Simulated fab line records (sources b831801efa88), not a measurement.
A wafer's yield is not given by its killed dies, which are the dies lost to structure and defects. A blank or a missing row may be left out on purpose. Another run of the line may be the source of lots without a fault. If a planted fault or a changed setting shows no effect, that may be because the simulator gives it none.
Which tool did it? / flow sky130 / 11 lots with 33 wafers sampled at 2 steps, on a route of 708 steps

== WHAT THE GAUGES READ, wafer by wafer ==
SKY_CONTACT_THK_MEAS_01. Usual: CONTACT_CVD_00_THK 75.0 nm, standard deviation 1.
lot=L729; measured=day 30 12:54; on=film metro-04; CONTACT_CVD_00_THK (nm)=75.8 74.9 76.7; flag=
lot=L731; measured=day 31 00:58; on=film metro-02; CONTACT_CVD_00_THK (nm)=74.8 75.7 75.7; flag=
lot=L733; measured=day 31 16:20; on=film metro-04; CONTACT_CVD_00_THK (nm)=73.7 73.7 74.7; flag=
lot=L734; measured=day 31 22:55; on=film metro-02; CONTACT_CVD_00_THK (nm)=73.3 75.4 75.4; flag=
lot=L736; measured=day 33 12:02; on=film metro-02; CONTACT_CVD_00_THK (nm)=74.1 74.8 75.1; flag=
lot=L744; measured=day 35 11:23; on=film metro-04; CONTACT_CVD_00_THK (nm)=74.4 74.9 75.8; flag=
lot=L745; measured=day 35 11:40; on=film metro-04; CONTACT_CVD_00_THK (nm)=72.6 73.7 73.7; flag=
lot=L746; measured=day 35 16:22; on=film metro-04; CONTACT_CVD_00_THK (nm)=73.5 74.3 74.0; flag=
lot=L748; measured=day 36 06:27; on=film metro-04; CONTACT_CVD_00_THK (nm)=74.9 75.1 74.3; flag=
lot=L749; measured=day 36 20:47; on=film metro-02; CONTACT_CVD_00_THK (nm)=74.8 74.8 76.1; flag=
lot=L751; measured=day 37 08:01; on=film metro-01; CONTACT_CVD_00_THK (nm)=75.0 75.3 77.4; flag=

SKY_CONTACT_THK_MEAS_03. Usual: CONTACT_HDPCVD_THK 563 nm, standard deviation 4.8.
lot=L729; measured=day 30 13:02; on=film metro-01; CONTACT_HDPCVD_THK (nm)=561 563 564; flag=
lot=L731; measured=day 31 01:06; on=film metro-01; CONTACT_HDPCVD_THK (nm)=564 559 553; flag=
lot=L733; measured=day 31 16:28; on=film metro-01; CONTACT_HDPCVD_THK (nm)=562 564 561; flag=
lot=L734; measured=day 31 23:02; on=film metro-01; CONTACT_HDPCVD_THK (nm)=570 564 565; flag=
lot=L736; measured=day 33 12:10; on=film metro-04; CONTACT_HDPCVD_THK (nm)=565 564 565; flag=
lot=L744; measured=day 35 11:31; on=film metro-01; CONTACT_HDPCVD_THK (nm)=562 562 568; flag=
lot=L745; measured=day 35 11:48; on=film metro-02; CONTACT_HDPCVD_THK (nm)=556 550 555; flag=
lot=L746; measured=day 35 16:29; on=film metro-01; CONTACT_HDPCVD_THK (nm)=564 558 560; flag=
lot=L748; measured=day 36 06:35; on=film metro-02; CONTACT_HDPCVD_THK (nm)=562 557 564; flag=
lot=L749; measured=day 36 20:57; on=film metro-01; CONTACT_HDPCVD_THK (nm)=559 562 564; flag=
lot=L751; measured=day 37 08:08; on=film metro-04; CONTACT_HDPCVD_THK (nm)=567 562 559; flag=

== WHICH TOOL RAN EACH LOT (tool, then ch and the chambers of the sampled wafers, then the start) ==
Record: no process step prior to these readings.

== WHAT THE TOOLS THEMSELVES READ (means of the sampled wafers that have a number; where no wafer has one, the mark that the record gives instead) ==
The record holds no such reading with a usual standard deviation.

== THE ANSWER, worked out from the rows above alone ==
Rule: a lot is off if the mean of its wafers that have a number lies more than 3 standard deviations from the usual mean. A lot without any number at a reading at which 4 lots or more have one is off too. Any other lot the step has rows for is counted as sound. The gauges are gone through in route order, then the tools' own readings, and for those a lot's mean is taken as printed above. At the first step where some lot is off, the reading lying furthest off is the one used; lots without a number count as furthest.
No lot is off at any reading shown: from this, nothing can be told.

== WHAT THE SIMULATOR HAD PUT IN ==
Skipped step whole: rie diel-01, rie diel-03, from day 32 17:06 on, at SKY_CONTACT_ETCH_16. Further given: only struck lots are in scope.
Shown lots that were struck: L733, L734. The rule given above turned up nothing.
